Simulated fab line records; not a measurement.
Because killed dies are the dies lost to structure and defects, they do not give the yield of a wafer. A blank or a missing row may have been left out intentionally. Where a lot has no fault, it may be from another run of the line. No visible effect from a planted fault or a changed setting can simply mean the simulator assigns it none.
fab line records / flow sky130
record lots=6 wafers=18 last-day=50
route steps=708 shown METAL2@483
lots that met no fault: from a run of the same line without faults
start-h: hours from the record's opening day to when the first of the lot's shown wafers began / wait-h: how many hours have passed since the lot's step before this one / " as in the row above / L1.1+2: one row covering several wafers at once / - no value, or no start given / * or withheld: withheld / < > ~ a bound
route shown NAME@n: a module of which the file shows steps, and the number in the route of the first / usual: mean/standard deviation of fault-free wafers / same: alike in all rows / chamber/n: place in a boat / sites: readings site by site / _std_site: how widely they spread, as a standard deviation / _edge_site: inner sites' mean taken away from outer sites' mean / radius-mm: how far each site lies from the wafer's centre / mask NAME#n: copy n / behind: the tool/chamber that last shaped the wafer / hold: what put the lot on hold/how long, in hours/how the hold closed / device: the transistor (n, p or np) that didn't switch / end of line: tests of these same wafers at the route's end / for a step that has no rows: nothing shown but its recipe / killed: the dies lost at the first sort to structure and to defects; this is not the yield of the wafer / map: dies across one wafer; x = killed, . = not, _ = none there
set.NAME: the run value of the setting; set.NAME@STEP: its run value at that earlier step / model.NAME: the simulator's own value behind a step, which no gauge read
lots seen at some steps along the route; tables by step, rows by wafer
services: the hour from which a tool's chamber was out of use, counted from the record's first day as start-h (under 0 if before that day), plus the number of hours and why
## steps
# step SKY_METAL2_SPUTTER_00
# recipe material=Ti target-thk-nm=15 power-w=3000 time-s=10 chamber-pressure-pa=0.4
# usual throttle-valve-pct=30.5/0.81
lot.wafer=L217.2 tool=pvd-sputter-01 chamber=- start-h=810.59 wait-h=0.1 throttle-valve-pct=30.2
lot.wafer=L217.4 tool=pvd-sputter-01 chamber=- start-h=810.59 wait-h=0.1 throttle-valve-pct=28.9
lot.wafer=L217.6 tool=pvd-sputter-01 chamber=- start-h=810.59 wait-h=0.1 throttle-valve-pct=30.2
lot.wafer=L226.1 tool=pvd-sputter-01 chamber=- start-h=888.06 wait-h=0.2 throttle-valve-pct=30.1
lot.wafer=L226.3 tool=pvd-sputter-01 chamber=- start-h=888.06 wait-h=0.2 throttle-valve-pct=30.2
lot.wafer=L226.6 tool=pvd-sputter-01 chamber=- start-h=888.06 wait-h=0.2 throttle-valve-pct=30.1
lot.wafer=L231.1 tool=pvd-sputter-02 chamber=- start-h=919.79 wait-h=0.2 throttle-valve-pct=30.5
lot.wafer=L231.3 tool=pvd-sputter-02 chamber=- start-h=919.79 wait-h=0.2 throttle-valve-pct=29.9
lot.wafer=L231.5 tool=pvd-sputter-02 chamber=- start-h=919.79 wait-h=0.2 throttle-valve-pct=30.0
lot.wafer=L232.2 tool=pvd-sputter-01 chamber=- start-h=923.19 wait-h=0.1 throttle-valve-pct=30.0
lot.wafer=L232.4 tool=pvd-sputter-01 chamber=- start-h=923.19 wait-h=0.1 throttle-valve-pct=30.5
lot.wafer=L232.5 tool=pvd-sputter-01 chamber=- start-h=923.19 wait-h=0.1 throttle-valve-pct=30.0
lot.wafer=L233.1 tool=pvd-sputter-03 chamber=- start-h=928.58 wait-h=0.2 throttle-valve-pct=31.6
lot.wafer=L233.2 tool=pvd-sputter-03 chamber=- start-h=928.58 wait-h=0.2 throttle-valve-pct=31.5
lot.wafer=L233.3 tool=pvd-sputter-03 chamber=- start-h=928.58 wait-h=0.2 throttle-valve-pct=29.0
lot.wafer=L237.1 tool=pvd-sputter-01 chamber=- start-h=952.28 wait-h=0.1 throttle-valve-pct=30.2
lot.wafer=L237.3 tool=pvd-sputter-01 chamber=- start-h=952.28 wait-h=0.1 throttle-valve-pct=29.1
lot.wafer=L237.6 tool=pvd-sputter-01 chamber=- start-h=952.28 wait-h=0.1 throttle-valve-pct=30.5
# step SKY_METAL2_SPUTTER_01
# recipe material=TiN target-thk-nm=20 power-w=6500 time-s=16.7 chamber-pressure-pa=0.4
# usual throttle-valve-pct=30.5/0.79
lot.wafer=L217.2 tool=pvd-sputter-01 chamber=- start-h=810.61 wait-h=0.0 throttle-valve-pct=30.1
lot.wafer=L217.4 tool=pvd-sputter-01 chamber=- start-h=810.61 wait-h=0.0 throttle-valve-pct=29.3
lot.wafer=L217.6 tool=pvd-sputter-01 chamber=- start-h=810.61 wait-h=0.0 throttle-valve-pct=30.1
lot.wafer=L226.1 tool=pvd-sputter-01 chamber=- start-h=888.08 wait-h=0.0 throttle-valve-pct=29.9
lot.wafer=L226.3 tool=pvd-sputter-01 chamber=- start-h=888.08 wait-h=0.0 throttle-valve-pct=30.3
lot.wafer=L226.6 tool=pvd-sputter-01 chamber=- start-h=888.08 wait-h=0.0 throttle-valve-pct=29.9
lot.wafer=L231.1 tool=pvd-sputter-02 chamber=- start-h=919.81 wait-h=0.0 throttle-valve-pct=30.7
lot.wafer=L231.3 tool=pvd-sputter-02 chamber=- start-h=919.81 wait-h=0.0 throttle-valve-pct=29.8
lot.wafer=L231.5 tool=pvd-sputter-02 chamber=- start-h=919.81 wait-h=0.0 throttle-valve-pct=30.0
lot.wafer=L232.2 tool=pvd-sputter-01 chamber=- start-h=923.21 wait-h=0.0 throttle-valve-pct=30.0
lot.wafer=L232.4 tool=pvd-sputter-01 chamber=- start-h=923.21 wait-h=0.0 throttle-valve-pct=30.3
lot.wafer=L232.5 tool=pvd-sputter-01 chamber=- start-h=923.21 wait-h=0.0 throttle-valve-pct=30.1
lot.wafer=L233.1 tool=pvd-sputter-03 chamber=- start-h=928.60 wait-h=0.0 throttle-valve-pct=31.7
lot.wafer=L233.2 tool=pvd-sputter-03 chamber=- start-h=928.60 wait-h=0.0 throttle-valve-pct=31.6
lot.wafer=L233.3 tool=pvd-sputter-03 chamber=- start-h=928.60 wait-h=0.0 throttle-valve-pct=28.9
lot.wafer=L237.1 tool=pvd-sputter-01 chamber=- start-h=952.30 wait-h=0.0 throttle-valve-pct=29.8
lot.wafer=L237.3 tool=pvd-sputter-01 chamber=- start-h=952.30 wait-h=0.0 throttle-valve-pct=28.9
lot.wafer=L237.6 tool=pvd-sputter-01 chamber=- start-h=952.30 wait-h=0.0 throttle-valve-pct=30.4
# step SKY_METAL2_SPUTTER_02
# recipe material=AlCu target-thk-nm=250 power-w=10600 time-s=13.3 chamber-pressure-pa=0.4
# usual throttle-valve-pct=30.5/0.79
lot.wafer=L217.2 tool=pvd-sputter-01 chamber=- start-h=810.64 wait-h=0.0 throttle-valve-pct=30.2
lot.wafer=L217.4 tool=pvd-sputter-01 chamber=- start-h=810.64 wait-h=0.0 throttle-valve-pct=29.4
lot.wafer=L217.6 tool=pvd-sputter-01 chamber=- start-h=810.64 wait-h=0.0 throttle-valve-pct=30.1
lot.wafer=L226.1 tool=pvd-sputter-01 chamber=- start-h=888.11 wait-h=0.0 throttle-valve-pct=30.5
lot.wafer=L226.3 tool=pvd-sputter-01 chamber=- start-h=888.11 wait-h=0.0 throttle-valve-pct=30.3
lot.wafer=L226.6 tool=pvd-sputter-01 chamber=- start-h=888.11 wait-h=0.0 throttle-valve-pct=30.5
lot.wafer=L231.1 tool=pvd-sputter-02 chamber=- start-h=919.84 wait-h=0.0 throttle-valve-pct=30.5
lot.wafer=L231.3 tool=pvd-sputter-02 chamber=- start-h=919.84 wait-h=0.0 throttle-valve-pct=30.1
lot.wafer=L231.5 tool=pvd-sputter-02 chamber=- start-h=919.84 wait-h=0.0 throttle-valve-pct=29.8
lot.wafer=L232.2 tool=pvd-sputter-01 chamber=- start-h=923.24 wait-h=0.0 throttle-valve-pct=29.9
lot.wafer=L232.4 tool=pvd-sputter-01 chamber=- start-h=923.24 wait-h=0.0 throttle-valve-pct=30.4
lot.wafer=L232.5 tool=pvd-sputter-01 chamber=- start-h=923.24 wait-h=0.0 throttle-valve-pct=30.3
lot.wafer=L233.1 tool=pvd-sputter-03 chamber=- start-h=928.63 wait-h=0.0 throttle-valve-pct=31.9
lot.wafer=L233.2 tool=pvd-sputter-03 chamber=- start-h=928.63 wait-h=0.0 throttle-valve-pct=31.6
lot.wafer=L233.3 tool=pvd-sputter-03 chamber=- start-h=928.63 wait-h=0.0 throttle-valve-pct=29.1
lot.wafer=L237.1 tool=pvd-sputter-01 chamber=- start-h=952.32 wait-h=0.0 throttle-valve-pct=30.0
lot.wafer=L237.3 tool=pvd-sputter-01 chamber=- start-h=952.32 wait-h=0.0 throttle-valve-pct=29.1
lot.wafer=L237.6 tool=pvd-sputter-01 chamber=- start-h=952.32 wait-h=0.0 throttle-valve-pct=30.6
# step SKY_METAL2_SPUTTER_03
# recipe material=Ti target-thk-nm=5 power-w=3000 time-s=3.3 chamber-pressure-pa=0.4
# usual throttle-valve-pct=30.5/0.8
lot.wafer=L217.2 tool=pvd-sputter-01 chamber=- start-h=810.66 wait-h=0.0 throttle-valve-pct=30.2
lot.wafer=L217.4 tool=pvd-sputter-01 chamber=- start-h=810.66 wait-h=0.0 throttle-valve-pct=28.7
lot.wafer=L217.6 tool=pvd-sputter-01 chamber=- start-h=810.66 wait-h=0.0 throttle-valve-pct=30.1
lot.wafer=L226.1 tool=pvd-sputter-01 chamber=- start-h=888.13 wait-h=0.0 throttle-valve-pct=30.2
lot.wafer=L226.3 tool=pvd-sputter-01 chamber=- start-h=888.13 wait-h=0.0 throttle-valve-pct=30.3
lot.wafer=L226.6 tool=pvd-sputter-01 chamber=- start-h=888.13 wait-h=0.0 throttle-valve-pct=30.2
lot.wafer=L231.1 tool=pvd-sputter-02 chamber=- start-h=919.86 wait-h=0.0 throttle-valve-pct=30.9
lot.wafer=L231.3 tool=pvd-sputter-02 chamber=- start-h=919.86 wait-h=0.0 throttle-valve-pct=29.9
lot.wafer=L231.5 tool=pvd-sputter-02 chamber=- start-h=919.86 wait-h=0.0 throttle-valve-pct=29.7
lot.wafer=L232.2 tool=pvd-sputter-01 chamber=- start-h=923.26 wait-h=0.0 throttle-valve-pct=30.0
lot.wafer=L232.4 tool=pvd-sputter-01 chamber=- start-h=923.26 wait-h=0.0 throttle-valve-pct=30.3
lot.wafer=L232.5 tool=pvd-sputter-01 chamber=- start-h=923.26 wait-h=0.0 throttle-valve-pct=30.2
lot.wafer=L233.1 tool=pvd-sputter-03 chamber=- start-h=928.65 wait-h=0.0 throttle-valve-pct=32.0
lot.wafer=L233.2 tool=pvd-sputter-03 chamber=- start-h=928.65 wait-h=0.0 throttle-valve-pct=31.7
lot.wafer=L233.3 tool=pvd-sputter-03 chamber=- start-h=928.65 wait-h=0.0 throttle-valve-pct=29.1
lot.wafer=L237.1 tool=pvd-sputter-01 chamber=- start-h=952.35 wait-h=0.0 throttle-valve-pct=30.0
lot.wafer=L237.3 tool=pvd-sputter-01 chamber=- start-h=952.35 wait-h=0.0 throttle-valve-pct=29.2
lot.wafer=L237.6 tool=pvd-sputter-01 chamber=- start-h=952.35 wait-h=0.0 throttle-valve-pct=29.9
# step SKY_METAL2_SPUTTER_04
# recipe material=TiN target-thk-nm=70 power-w=6500 time-s=58.3 chamber-pressure-pa=0.4
# usual throttle-valve-pct=30.5/0.8
lot.wafer=L217.2 tool=pvd-sputter-01 chamber=- start-h=810.68 wait-h=0.0 throttle-valve-pct=30.6
lot.wafer=L217.4 tool=pvd-sputter-01 chamber=- start-h=810.68 wait-h=0.0 throttle-valve-pct=28.9
lot.wafer=L217.6 tool=pvd-sputter-01 chamber=- start-h=810.68 wait-h=0.0 throttle-valve-pct=30.0
lot.wafer=L226.1 tool=pvd-sputter-01 chamber=- start-h=888.15 wait-h=0.0 throttle-valve-pct=30.2
lot.wafer=L226.3 tool=pvd-sputter-01 chamber=- start-h=888.15 wait-h=0.0 throttle-valve-pct=30.4
lot.wafer=L226.6 tool=pvd-sputter-01 chamber=- start-h=888.15 wait-h=0.0 throttle-valve-pct=30.3
lot.wafer=L231.1 tool=pvd-sputter-02 chamber=- start-h=919.88 wait-h=0.0 throttle-valve-pct=30.6
lot.wafer=L231.3 tool=pvd-sputter-02 chamber=- start-h=919.88 wait-h=0.0 throttle-valve-pct=29.7
lot.wafer=L231.5 tool=pvd-sputter-02 chamber=- start-h=919.88 wait-h=0.0 throttle-valve-pct=29.9
lot.wafer=L232.2 tool=pvd-sputter-01 chamber=- start-h=923.28 wait-h=0.0 throttle-valve-pct=29.9
lot.wafer=L232.4 tool=pvd-sputter-01 chamber=- start-h=923.28 wait-h=0.0 throttle-valve-pct=30.4
lot.wafer=L232.5 tool=pvd-sputter-01 chamber=- start-h=923.28 wait-h=0.0 throttle-valve-pct=30.3
lot.wafer=L233.1 tool=pvd-sputter-03 chamber=- start-h=928.67 wait-h=0.0 throttle-valve-pct=31.8
lot.wafer=L233.2 tool=pvd-sputter-03 chamber=- start-h=928.67 wait-h=0.0 throttle-valve-pct=31.6
lot.wafer=L233.3 tool=pvd-sputter-03 chamber=- start-h=928.67 wait-h=0.0 throttle-valve-pct=29.1
lot.wafer=L237.1 tool=pvd-sputter-01 chamber=- start-h=952.37 wait-h=0.0 throttle-valve-pct=30.0
lot.wafer=L237.3 tool=pvd-sputter-01 chamber=- start-h=952.37 wait-h=0.0 throttle-valve-pct=29.4
lot.wafer=L237.6 tool=pvd-sputter-01 chamber=- start-h=952.37 wait-h=0.0 throttle-valve-pct=30.4
# step SKY_METAL2_RS_MEAS_05
# recipe thk-meas-gauge=four-point-probe reads=TiN_of_METAL2_SPUTTER_04+Ti_of_METAL2_SPUTTER_03+AlCu_of_METAL2_SPUTTER_02+TiN_of_METAL2_SPUTTER_01+Ti_of_METAL2_SPUTTER_00
# usual METAL2_ALCU_RS=0.1268/0.0017
lot.wafer=L217.2 tool=film-metro-04 chamber=- start-h=810.75 wait-h=0.0 METAL2_ALCU_RS[ohm/sq]=0.1250
lot.wafer=L217.4 tool=film-metro-04 chamber=- start-h=810.75 wait-h=0.0 METAL2_ALCU_RS[ohm/sq]=0.1266
lot.wafer=L217.6 tool=film-metro-04 chamber=- start-h=810.75 wait-h=0.0 METAL2_ALCU_RS[ohm/sq]=0.1263
lot.wafer=L226.1 tool=film-metro-04 chamber=- start-h=888.20 wait-h=0.0 METAL2_ALCU_RS[ohm/sq]=0.1276
lot.wafer=L226.3 tool=film-metro-04 chamber=- start-h=888.20 wait-h=0.0 METAL2_ALCU_RS[ohm/sq]=0.1259
lot.wafer=L226.6 tool=film-metro-04 chamber=- start-h=888.20 wait-h=0.0 METAL2_ALCU_RS[ohm/sq]=0.1274
lot.wafer=L231.1 tool=film-metro-03 chamber=- start-h=919.93 wait-h=0.0 METAL2_ALCU_RS[ohm/sq]=0.1271
lot.wafer=L231.3 tool=film-metro-03 chamber=- start-h=919.93 wait-h=0.0 METAL2_ALCU_RS[ohm/sq]=0.1262
lot.wafer=L231.5 tool=film-metro-03 chamber=- start-h=919.93 wait-h=0.0 METAL2_ALCU_RS[ohm/sq]=0.1270
lot.wafer=L232.2 tool=film-metro-04 chamber=- start-h=923.35 wait-h=0.0 METAL2_ALCU_RS[ohm/sq]=0.1271
lot.wafer=L232.4 tool=film-metro-04 chamber=- start-h=923.35 wait-h=0.0 METAL2_ALCU_RS[ohm/sq]=0.1251
lot.wafer=L232.5 tool=film-metro-04 chamber=- start-h=923.35 wait-h=0.0 METAL2_ALCU_RS[ohm/sq]=0.1268
lot.wafer=L233.1 tool=film-metro-03 chamber=- start-h=928.72 wait-h=0.0 METAL2_ALCU_RS[ohm/sq]=0.1258
lot.wafer=L233.2 tool=film-metro-03 chamber=- start-h=928.72 wait-h=0.0 METAL2_ALCU_RS[ohm/sq]=0.1301
lot.wafer=L233.3 tool=film-metro-03 chamber=- start-h=928.72 wait-h=0.0 METAL2_ALCU_RS[ohm/sq]=0.1281
lot.wafer=L237.1 tool=film-metro-03 chamber=- start-h=952.42 wait-h=0.0 METAL2_ALCU_RS[ohm/sq]=0.1259
lot.wafer=L237.3 tool=film-metro-03 chamber=- start-h=952.42 wait-h=0.0 METAL2_ALCU_RS[ohm/sq]=0.1277
lot.wafer=L237.6 tool=film-metro-03 chamber=- start-h=952.42 wait-h=0.0 METAL2_ALCU_RS[ohm/sq]=0.1263
# step SKY_METAL2_THK_MEAS_06
# recipe thk-meas-gauge=xrf reads=AlCu_of_METAL2_SPUTTER_02
# usual METAL2_ALCU_THK=254/3.3
lot.wafer=L217.2 tool=film-metro-04 chamber=- start-h=810.86 wait-h=0.1 METAL2_ALCU_THK[nm]=257
lot.wafer=L217.4 tool=film-metro-04 chamber=- start-h=810.86 wait-h=0.1 METAL2_ALCU_THK[nm]=253
lot.wafer=L217.6 tool=film-metro-04 chamber=- start-h=810.86 wait-h=0.1 METAL2_ALCU_THK[nm]=255
lot.wafer=L226.1 tool=film-metro-04 chamber=- start-h=888.32 wait-h=0.1 METAL2_ALCU_THK[nm]=251
lot.wafer=L226.3 tool=film-metro-04 chamber=- start-h=888.32 wait-h=0.1 METAL2_ALCU_THK[nm]=254
lot.wafer=L226.6 tool=film-metro-04 chamber=- start-h=888.32 wait-h=0.1 METAL2_ALCU_THK[nm]=251
lot.wafer=L231.1 tool=film-metro-03 chamber=- start-h=920.05 wait-h=0.1 METAL2_ALCU_THK[nm]=254
lot.wafer=L231.3 tool=film-metro-03 chamber=- start-h=920.05 wait-h=0.1 METAL2_ALCU_THK[nm]=257
lot.wafer=L231.5 tool=film-metro-03 chamber=- start-h=920.05 wait-h=0.1 METAL2_ALCU_THK[nm]=257
lot.wafer=L232.2 tool=film-metro-04 chamber=- start-h=923.46 wait-h=0.1 METAL2_ALCU_THK[nm]=253
lot.wafer=L232.4 tool=film-metro-04 chamber=- start-h=923.46 wait-h=0.1 METAL2_ALCU_THK[nm]=255
lot.wafer=L232.5 tool=film-metro-04 chamber=- start-h=923.46 wait-h=0.1 METAL2_ALCU_THK[nm]=254
lot.wafer=L233.1 tool=film-metro-03 chamber=- start-h=928.84 wait-h=0.1 METAL2_ALCU_THK[nm]=257
lot.wafer=L233.2 tool=film-metro-03 chamber=- start-h=928.84 wait-h=0.1 METAL2_ALCU_THK[nm]=250
lot.wafer=L233.3 tool=film-metro-03 chamber=- start-h=928.84 wait-h=0.1 METAL2_ALCU_THK[nm]=253
lot.wafer=L237.1 tool=film-metro-03 chamber=- start-h=952.54 wait-h=0.1 METAL2_ALCU_THK[nm]=259
lot.wafer=L237.3 tool=film-metro-03 chamber=- start-h=952.54 wait-h=0.1 METAL2_ALCU_THK[nm]=254
lot.wafer=L237.6 tool=film-metro-03 chamber=- start-h=952.54 wait-h=0.1 METAL2_ALCU_THK[nm]=256
# step SKY_METAL2_DEHYDRATE_07
# recipe temp-c=200 time-s=60
# step SKY_METAL2_HMDS_08
# recipe prime-time-s=60 prime-temp-c=120
# step SKY_METAL2_COAT_09
# recipe resist=BARC temp-c=withheld time-s=withheld spin-rpm=3000 resist-thk-nm=60
# step SKY_METAL2_COAT_10
# recipe resist=KrF-thick spin-rpm=3000 resist-thk-nm=450
# step SKY_METAL2_SOFTBAKE_11
# recipe temp-c=100 time-s=90 resist=KrF-thick
# step SKY_METAL2_EXPOSE_12
# recipe mask-id=MM2 na=0.8 source-shape=annular sigma-inner=0.55 sigma-outer=0.85 target-cd-nm=140 dose-mj=28
# usual exposure-dose-mJ-cm2=27.996/0.027 focus-offset-nm=0.1/0.5 sigma-inner=0.55/0
lot.wafer=L217.2 tool=krf-scanner-02 chamber=0 start-h=824.08 wait-h=- mask=MM2#0 exposure-dose-mJ-cm2=27.944 focus-offset-nm=-0.2 sigma-inner=0.55
lot.wafer=L217.4 tool=krf-scanner-02 chamber=0 start-h=824.08 wait-h=- mask=MM2#0 exposure-dose-mJ-cm2=27.947 focus-offset-nm=0.8 sigma-inner=0.55
lot.wafer=L217.6 tool=krf-scanner-02 chamber=0 start-h=824.08 wait-h=- mask=MM2#0 exposure-dose-mJ-cm2=27.966 focus-offset-nm=-0.2 sigma-inner=0.55
lot.wafer=L226.1 tool=krf-scanner-01 chamber=0 start-h=901.30 wait-h=- mask=MM2#0 exposure-dose-mJ-cm2=27.976 focus-offset-nm=0.2 sigma-inner=0.55
lot.wafer=L226.3 tool=krf-scanner-01 chamber=0 start-h=901.30 wait-h=- mask=MM2#0 exposure-dose-mJ-cm2=27.965 focus-offset-nm=-0.5 sigma-inner=0.55
lot.wafer=L226.6 tool=krf-scanner-01 chamber=0 start-h=901.30 wait-h=- mask=MM2#0 exposure-dose-mJ-cm2=27.975 focus-offset-nm=0.1 sigma-inner=0.55
lot.wafer=L231.1 tool=krf-scanner-01 chamber=- start-h=931.99 wait-h=- mask=MM2#0 exposure-dose-mJ-cm2=- focus-offset-nm=- sigma-inner=-
lot.wafer=L231.3 tool=krf-scanner-01 chamber=- start-h=931.99 wait-h=- mask=MM2#0 exposure-dose-mJ-cm2=- focus-offset-nm=- sigma-inner=-
lot.wafer=L231.5 tool=krf-scanner-01 chamber=- start-h=931.99 wait-h=- mask=MM2#0 exposure-dose-mJ-cm2=- focus-offset-nm=- sigma-inner=-
lot.wafer=L232.2 tool=krf-scanner-02 chamber=- start-h=936.23 wait-h=- mask=MM2#0 exposure-dose-mJ-cm2=- focus-offset-nm=- sigma-inner=-
lot.wafer=L232.4 tool=krf-scanner-02 chamber=- start-h=936.23 wait-h=- mask=MM2#0 exposure-dose-mJ-cm2=- focus-offset-nm=- sigma-inner=-
lot.wafer=L232.5 tool=krf-scanner-02 chamber=- start-h=936.23 wait-h=- mask=MM2#0 exposure-dose-mJ-cm2=- focus-offset-nm=- sigma-inner=-
lot.wafer=L233.1 tool=krf-scanner-01 chamber=0 start-h=942.64 wait-h=- mask=MM2#0 exposure-dose-mJ-cm2=28.035 focus-offset-nm=0.7 sigma-inner=0.55
lot.wafer=L233.2 tool=krf-scanner-01 chamber=0 start-h=942.64 wait-h=- mask=MM2#0 exposure-dose-mJ-cm2=28.020 focus-offset-nm=0.9 sigma-inner=0.55
lot.wafer=L233.3 tool=krf-scanner-01 chamber=0 start-h=942.64 wait-h=- mask=MM2#0 exposure-dose-mJ-cm2=28.035 focus-offset-nm=0.1 sigma-inner=0.55
lot.wafer=L237.1 tool=krf-scanner-01 chamber=0 start-h=965.69 wait-h=- mask=MM2#0 exposure-dose-mJ-cm2=27.997 focus-offset-nm=-0.4 sigma-inner=0.55
lot.wafer=L237.3 tool=krf-scanner-01 chamber=0 start-h=965.69 wait-h=- mask=MM2#0 exposure-dose-mJ-cm2=28.053 focus-offset-nm=0.0 sigma-inner=0.55
lot.wafer=L237.6 tool=krf-scanner-01 chamber=0 start-h=965.69 wait-h=- mask=MM2#0 exposure-dose-mJ-cm2=28.014 focus-offset-nm=0.4 sigma-inner=0.55
# step SKY_METAL2_PEB_13
# recipe peb-temp-c=withheld peb-time-s=withheld resist=KrF-thick
## services
tool=krf-scanner-01 chamber=- start-h=796.32 hours=1.3 kind=pm
tool=krf-scanner-01 chamber=- start-h=831.72 hours=0.3 kind=repair
tool=krf-scanner-01 chamber=- start-h=833.34 hours=0.8 kind=pm
tool=pvd-sputter-03 chamber=- start-h=849.39 hours=10.7 kind=repair
tool=krf-scanner-02 chamber=- start-h=866.96 hours=4.0 kind=pm
tool=krf-scanner-02 chamber=- start-h=870.98 hours=0.8 kind=pm
tool=krf-scanner-01 chamber=- start-h=890.86 hours=1.0 kind=pm
tool=krf-scanner-02 chamber=- start-h=901.01 hours=0.3 kind=repair
tool=krf-scanner-01 chamber=- start-h=903.59 hours=1.5 kind=repair
tool=krf-scanner-02 chamber=- start-h=907.38 hours=1.0 kind=pm
tool=pvd-sputter-01 chamber=- start-h=920.85 hours=1.1 kind=repair
tool=krf-scanner-01 chamber=- start-h=936.58 hours=4.0 kind=pm
tool=pvd-sputter-02 chamber=- start-h=942.61 hours=2.5 kind=repair
tool=krf-scanner-01 chamber=- start-h=942.85 hours=0.4 kind=repair
tool=krf-scanner-02 chamber=- start-h=956.81 hours=1.3 kind=pm
## key
first-sign step=SKY_METAL2_EXPOSE_12 reading=tool-record direction=missing
effect none on later readings
met-at SKY_METAL2_EXPOSE_12
struck-wafers L231.1,L231.3,L231.5,L232.2,L232.4,L232.5
later-rows-left-out L231.1,L231.3,L231.5,L232.2,L232.4,L232.5
sort-left-out L231.1,L231.3,L231.5,L232.2,L232.4,L232.5
onset-between 901.30 931.99
fault kind=skipped-step-whole tool=krf-scanner-01,krf-scanner-02 chamber=- onset-h=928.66 steps=SKY_METAL2_EXPOSE_12 scope=struck-lots-only
# sort-left-out: the simulated sort isn't trusted on such a fault, so these wafers' sort isn't shown, and their yield isn't known
# later-rows-left-out: the simulator's readings of these wafers behind a module that went badly wrong aren't trusted and aren't shown, but for the sort
